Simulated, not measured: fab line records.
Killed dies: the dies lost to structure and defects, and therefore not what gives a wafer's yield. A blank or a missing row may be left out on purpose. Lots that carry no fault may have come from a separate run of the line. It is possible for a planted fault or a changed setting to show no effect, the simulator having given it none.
Which of the tools did it? / flow gf180mcu / 12 lots with 36 wafers sampled at 6 steps, on a route of 602 steps

WHAT THE GAUGES SHOWED, per wafer
GF_M5_CD_MEAS_07: target cd 280 nm. Usual: cd-nm reads 280.3 nm (standard deviation 1.1).
lot=L200; measured=day 26 07:41; on=cd-sem-01; cd-nm (nm)=280.7 279.5 280.2; flag=
lot=L201; measured=day 26 16:35; on=cd-sem-01; cd-nm (nm)=282.6 281.8 281.5; flag=
lot=L202; measured=day 26 18:38; on=cd-sem-01; cd-nm (nm)=280.3 281.1 281.4; flag=
lot=L203; measured=day 27 05:03; on=cd-sem-02; cd-nm (nm)=278.0 278.8 278.8; flag=
lot=L204; measured=day 27 17:46; on=cd-sem-01; cd-nm (nm)=282.5 282.7 281.6; flag=
lot=L205; measured=day 28 01:20; on=cd-sem-01; cd-nm (nm)=281.7 281.6 282.1; flag=
lot=L208; measured=day 29 01:20; on=cd-sem-02; cd-nm (nm)=278.5 279.5 279.3; flag=
lot=L209; measured=day 29 02:35; on=cd-sem-02; cd-nm (nm)=279.3 278.7 279.5; flag=
lot=L210; measured=day 29 12:53; on=cd-sem-02; cd-nm (nm)=280.9 280.6 280.4; flag=
lot=L211; measured=day 29 16:53; on=cd-sem-01; cd-nm (nm)=283.8 282.6 282.5; flag=
lot=L221; measured=day 32 08:42; on=cd-sem-02; cd-nm (nm)=280.3 279.6 280.5; flag=
lot=L222; measured=day 32 15:05; on=cd-sem-02; cd-nm (nm)=279.4 281.1 282.3; flag=

GF_M5_OVL_MEAS_08. Usual: M5_OVL 0 nm, standard deviation 6.
lot=L200; measured=day 26 07:49; on=overlay-02; M5_OVL (nm)=-3 -5 -9; flag=
lot=L201; measured=day 26 16:43; on=overlay-01; M5_OVL (nm)=7 -5 -5; flag=
lot=L202; measured=day 26 18:46; on=overlay-01; M5_OVL (nm)=-2 -10 -4; flag=
lot=L203; measured=day 27 05:08; on=overlay-01; M5_OVL (nm)=3 4 -6; flag=
lot=L204; measured=day 27 17:52; on=overlay-02; M5_OVL (nm)=2 -1 3; flag=
lot=L205; measured=day 28 01:28; on=overlay-01; M5_OVL (nm)=-4 4 0; flag=
lot=L208; measured=day 29 01:26; on=overlay-01; M5_OVL (nm)=-4 1 0; flag=
lot=L209; measured=day 29 02:43; on=overlay-01; M5_OVL (nm)=-3 4 -4; flag=
lot=L210; measured=day 29 13:01; on=overlay-02; M5_OVL (nm)=-4 -10 -9; flag=
lot=L211; measured=day 29 17:01; on=overlay-01; M5_OVL (nm)=10 -2 7; flag=
lot=L221; measured=day 32 08:49; on=overlay-01; M5_OVL (nm)=10 3 3; flag=
lot=L222; measured=day 32 15:13; on=overlay-01; M5_OVL (nm)=1 -7 -10; flag=

GF_TOP_METAL_RS_MEAS_05: the measuring method here is four-point-probe. Usual: TOP_METAL_ALCU_RS 0.03256 ohm/sq, standard deviation 0.00027.
lot=L200; measured=day 27 07:27; on=film-metro-04; TOP_METAL_ALCU_RS (ohm/sq)=0.03205 0.03217 0.03233; flag=
lot=L201; measured=day 27 15:47; on=film-metro-01; TOP_METAL_ALCU_RS (ohm/sq)=0.03291 0.0327 0.03236; flag=
lot=L202; measured=day 27 17:58; on=film-metro-01; TOP_METAL_ALCU_RS (ohm/sq)=0.03231 0.03258 0.03242; flag=
lot=L203; measured=day 28 04:38; on=film-metro-01; TOP_METAL_ALCU_RS (ohm/sq)=0.0321 0.03202 0.03217; flag=
lot=L204; measured=day 28 15:56; on=film-metro-03; TOP_METAL_ALCU_RS (ohm/sq)=0.03237 0.03252 0.03251; flag=
lot=L205; measured=day 28 23:29; on=film-metro-01; TOP_METAL_ALCU_RS (ohm/sq)=0.03241 0.03209 0.03288; flag=
lot=L208; measured=day 29 23:20; on=film-metro-01; TOP_METAL_ALCU_RS (ohm/sq)=0.03249 0.03241 0.03227; flag=
lot=L209; measured=day 30 01:26; on=film-metro-01; TOP_METAL_ALCU_RS (ohm/sq)=0.03227 0.0328 0.03272; flag=
lot=L210; measured=day 30 10:32; on=film-metro-01; TOP_METAL_ALCU_RS (ohm/sq)=9.7058 9.68 9.7522; flag=OFF
lot=L211; measured=day 30 14:29; on=film-metro-03; TOP_METAL_ALCU_RS (ohm/sq)=9.5096 9.489 9.5204; flag=OFF
lot=L221; measured=day 33 03:33; on=film-metro-03; TOP_METAL_ALCU_RS (ohm/sq)=0.03244 0.0326 0.03242; flag=
lot=L222; measured=day 33 09:48; on=film-metro-01; TOP_METAL_ALCU_RS (ohm/sq)=0.03307 0.03298 0.03283; flag=

GF_TOP_METAL_THK_MEAS_06: measures by xrf. Usual: TOP_METAL_ALCU_THK 898 nm, standard deviation 10.
lot=L200; measured=day 27 07:34; on=film-metro-04; TOP_METAL_ALCU_THK (nm)=920 917 909; flag=
lot=L201; measured=day 27 15:55; on=film-metro-01; TOP_METAL_ALCU_THK (nm)=874 883 892; flag=
lot=L202; measured=day 27 18:05; on=film-metro-01; TOP_METAL_ALCU_THK (nm)=893 889 892; flag=
lot=L203; measured=day 28 04:43; on=film-metro-01; TOP_METAL_ALCU_THK (nm)=905 909 904; flag=
lot=L204; measured=day 28 16:03; on=film-metro-03; TOP_METAL_ALCU_THK (nm)=903 899 897; flag=
lot=L205; measured=day 28 23:36; on=film-metro-01; TOP_METAL_ALCU_THK (nm)=895 904 886; flag=
lot=L208; measured=day 29 23:26; on=film-metro-01; TOP_METAL_ALCU_THK (nm)=892 891 895; flag=
lot=L209; measured=day 30 01:34; on=film-metro-01; TOP_METAL_ALCU_THK (nm)=900 888 889; flag=
lot=L210; measured=day 30 10:40; on=film-metro-01; TOP_METAL_ALCU_THK (nm)=<0 <0 <0; flag=OFF
lot=L211; measured=day 30 14:37; on=film-metro-03; TOP_METAL_ALCU_THK (nm)=<0 <0 <0; flag=OFF
lot=L221; measured=day 33 03:40; on=film-metro-03; TOP_METAL_ALCU_THK (nm)=903 905 905; flag=
lot=L222; measured=day 33 09:55; on=film-metro-01; TOP_METAL_ALCU_THK (nm)=877 882 886; flag=

EACH LOT AND THE TOOL THAT RAN IT (in order: tool; ch and the chambers of the sampled wafers; start)
lot=L200; GF_MIM_SPUTTER_09=pvd-sputter-01, day 24 12:58; GF_TOP_METAL_SPUTTER_02=pvd-sputter-02, day 27 07:22
lot=L201; GF_MIM_SPUTTER_09=pvd-sputter-01, day 24 22:02; GF_TOP_METAL_SPUTTER_02=pvd-sputter-03, day 27 15:42
lot=L202; GF_MIM_SPUTTER_09=pvd-sputter-01, day 25 00:59; GF_TOP_METAL_SPUTTER_02=pvd-sputter-02, day 27 17:53
lot=L203; GF_MIM_SPUTTER_09=pvd-sputter-03, day 25 11:40; GF_TOP_METAL_SPUTTER_02=pvd-sputter-02, day 28 04:29
lot=L204; GF_MIM_SPUTTER_09=pvd-sputter-01, day 26 01:13; GF_TOP_METAL_SPUTTER_02=pvd-sputter-02, day 28 15:50
lot=L205; GF_MIM_SPUTTER_09=pvd-sputter-04, day 26 08:53; GF_TOP_METAL_SPUTTER_02=pvd-sputter-03, day 28 23:23
lot=L208; GF_MIM_SPUTTER_09=pvd-sputter-01, day 27 09:41; GF_TOP_METAL_SPUTTER_02=pvd-sputter-01, day 29 23:12
lot=L209; GF_MIM_SPUTTER_09=pvd-sputter-04, day 27 11:46; GF_TOP_METAL_SPUTTER_02=pvd-sputter-02, day 30 01:21
lot=L210; GF_MIM_SPUTTER_09=pvd-sputter-03, day 27 22:14; GF_TOP_METAL_SPUTTER_02=pvd-sputter-01, day 30 10:27
lot=L211; GF_MIM_SPUTTER_09=pvd-sputter-01, day 28 02:25; GF_TOP_METAL_SPUTTER_02=pvd-sputter-03, day 30 14:24
lot=L221; GF_MIM_SPUTTER_09=pvd-sputter-03, day 30 22:19; GF_TOP_METAL_SPUTTER_02=pvd-sputter-03, day 33 03:28
lot=L222; GF_MIM_SPUTTER_09=pvd-sputter-03, day 31 04:18; GF_TOP_METAL_SPUTTER_02=pvd-sputter-01, day 33 09:43
- GF_MIM_SPUTTER_09: material TiN, target thk 35 nm, time 29.2 s.
- GF_TOP_METAL_SPUTTER_02: material AlCu, target thk 900 nm, time 47.82 s.

AS READ BY THE TOOLS THEMSELVES (means over the sampled wafers that have a number; for cases with no such wafer, the mark the record gives instead)
GF_MIM_SPUTTER_09. Usual: cathode-dc-power-W 6500.1 W, standard deviation 1.2; chamber-pressure-pa 0.4000 Pa, standard deviation 0.00079; throttle-valve-pct 30.2 %, standard deviation 1.2.
lot=L200; tool=pvd-sputter-01; cathode-dc-power-W (W)=6500.1; chamber-pressure-pa (Pa)=0.4000; throttle-valve-pct (%)=30.5; flag=
lot=L201; tool=pvd-sputter-01; cathode-dc-power-W (W)=6499.8; chamber-pressure-pa (Pa)=0.4004; throttle-valve-pct (%)=29.6; flag=
lot=L202; tool=pvd-sputter-01; cathode-dc-power-W (W)=6500.0; chamber-pressure-pa (Pa)=0.3998; throttle-valve-pct (%)=31.0; flag=
lot=L203; tool=pvd-sputter-03; cathode-dc-power-W (W)=6501.0; chamber-pressure-pa (Pa)=0.4003; throttle-valve-pct (%)=31.2; flag=
lot=L204; tool=pvd-sputter-01; cathode-dc-power-W (W)=6500.4; chamber-pressure-pa (Pa)=0.3994; throttle-valve-pct (%)=30.1; flag=
lot=L205; tool=pvd-sputter-04; cathode-dc-power-W (W)=6500.0; chamber-pressure-pa (Pa)=0.4001; throttle-valve-pct (%)=30.4; flag=
lot=L208; tool=pvd-sputter-01; cathode-dc-power-W (W)=6500.0; chamber-pressure-pa (Pa)=0.3997; throttle-valve-pct (%)=29.5; flag=
lot=L209; tool=pvd-sputter-04; cathode-dc-power-W (W)=6500.1; chamber-pressure-pa (Pa)=0.3996; throttle-valve-pct (%)=30.3; flag=
lot=L210; tool=pvd-sputter-03; cathode-dc-power-W (W)=6499.8; chamber-pressure-pa (Pa)=0.3995; throttle-valve-pct (%)=30.2; flag=
lot=L211; tool=pvd-sputter-01; cathode-dc-power-W (W)=6500.0; chamber-pressure-pa (Pa)=0.4008; throttle-valve-pct (%)=30.0; flag=
lot=L221; tool=pvd-sputter-03; cathode-dc-power-W (W)=6499.4; chamber-pressure-pa (Pa)=0.4005; throttle-valve-pct (%)=30.0; flag=
lot=L222; tool=pvd-sputter-03; cathode-dc-power-W (W)=6501.2; chamber-pressure-pa (Pa)=0.4006; throttle-valve-pct (%)=29.0; flag=

GF_TOP_METAL_SPUTTER_02. Usual: cathode-dc-power-W 10600 W, standard deviation 1.9; chamber-pressure-pa 0.3000 Pa, standard deviation 0.00061; throttle-valve-pct 30.0 %, standard deviation 1.1.
lot=L200; tool=pvd-sputter-02; cathode-dc-power-W (W)=10598; chamber-pressure-pa (Pa)=0.3001; throttle-valve-pct (%)=29.9; flag=
lot=L201; tool=pvd-sputter-03; cathode-dc-power-W (W)=10601; chamber-pressure-pa (Pa)=0.2995; throttle-valve-pct (%)=29.9; flag=
lot=L202; tool=pvd-sputter-02; cathode-dc-power-W (W)=10599; chamber-pressure-pa (Pa)=0.3003; throttle-valve-pct (%)=29.1; flag=
lot=L203; tool=pvd-sputter-02; cathode-dc-power-W (W)=10599; chamber-pressure-pa (Pa)=0.3002; throttle-valve-pct (%)=29.3; flag=
lot=L204; tool=pvd-sputter-02; cathode-dc-power-W (W)=10600; chamber-pressure-pa (Pa)=0.3003; throttle-valve-pct (%)=29.8; flag=
lot=L205; tool=pvd-sputter-03; cathode-dc-power-W (W)=10600; chamber-pressure-pa (Pa)=0.3000; throttle-valve-pct (%)=30.3; flag=
lot=L208; tool=pvd-sputter-01; cathode-dc-power-W (W)=10600; chamber-pressure-pa (Pa)=0.2997; throttle-valve-pct (%)=29.4; flag=
lot=L209; tool=pvd-sputter-02; cathode-dc-power-W (W)=10600; chamber-pressure-pa (Pa)=0.2999; throttle-valve-pct (%)=30.0; flag=
lot=L210; tool=pvd-sputter-01; cathode-dc-power-W (W)=-; chamber-pressure-pa (Pa)=-; throttle-valve-pct (%)=-; flag=OFF
lot=L211; tool=pvd-sputter-03; cathode-dc-power-W (W)=-; chamber-pressure-pa (Pa)=-; throttle-valve-pct (%)=-; flag=OFF
lot=L221; tool=pvd-sputter-03; cathode-dc-power-W (W)=10600; chamber-pressure-pa (Pa)=0.3001; throttle-valve-pct (%)=29.8; flag=
lot=L222; tool=pvd-sputter-01; cathode-dc-power-W (W)=10602; chamber-pressure-pa (Pa)=0.3002; throttle-valve-pct (%)=29.1; flag=

THE ANSWER, worked out from the rows above alone
Rule: a lot counts as off when the mean over its wafers that have a number is more than 3 standard deviations away from the usual mean. Also off: a lot with no number at a reading for which 4 or more lots have one. Any other lot the step has rows for is counted as sound. The gauges are gone through in route order, then the tools' own readings, and for those a lot's mean is taken as printed above. At the first step where some lot is off, the reading lying furthest off is the one used; lots without a number count as furthest.
Off: L210, L211, at GF_TOP_METAL_RS_MEAS_05 (TOP_METAL_ALCU_RS).
If a tool, at a process step before that reading, ran all the lots that are off and no sound lot after the first of them, it fits. Not tried: the gauges at GF_TOP_METAL_RS_MEAS_05; whatever is off there is also off at GF_TOP_METAL_SPUTTER_02, on other tools, and gauge error can't account for it. None of those tried fits.

WHAT WAS PUT IN BY THE SIMULATOR
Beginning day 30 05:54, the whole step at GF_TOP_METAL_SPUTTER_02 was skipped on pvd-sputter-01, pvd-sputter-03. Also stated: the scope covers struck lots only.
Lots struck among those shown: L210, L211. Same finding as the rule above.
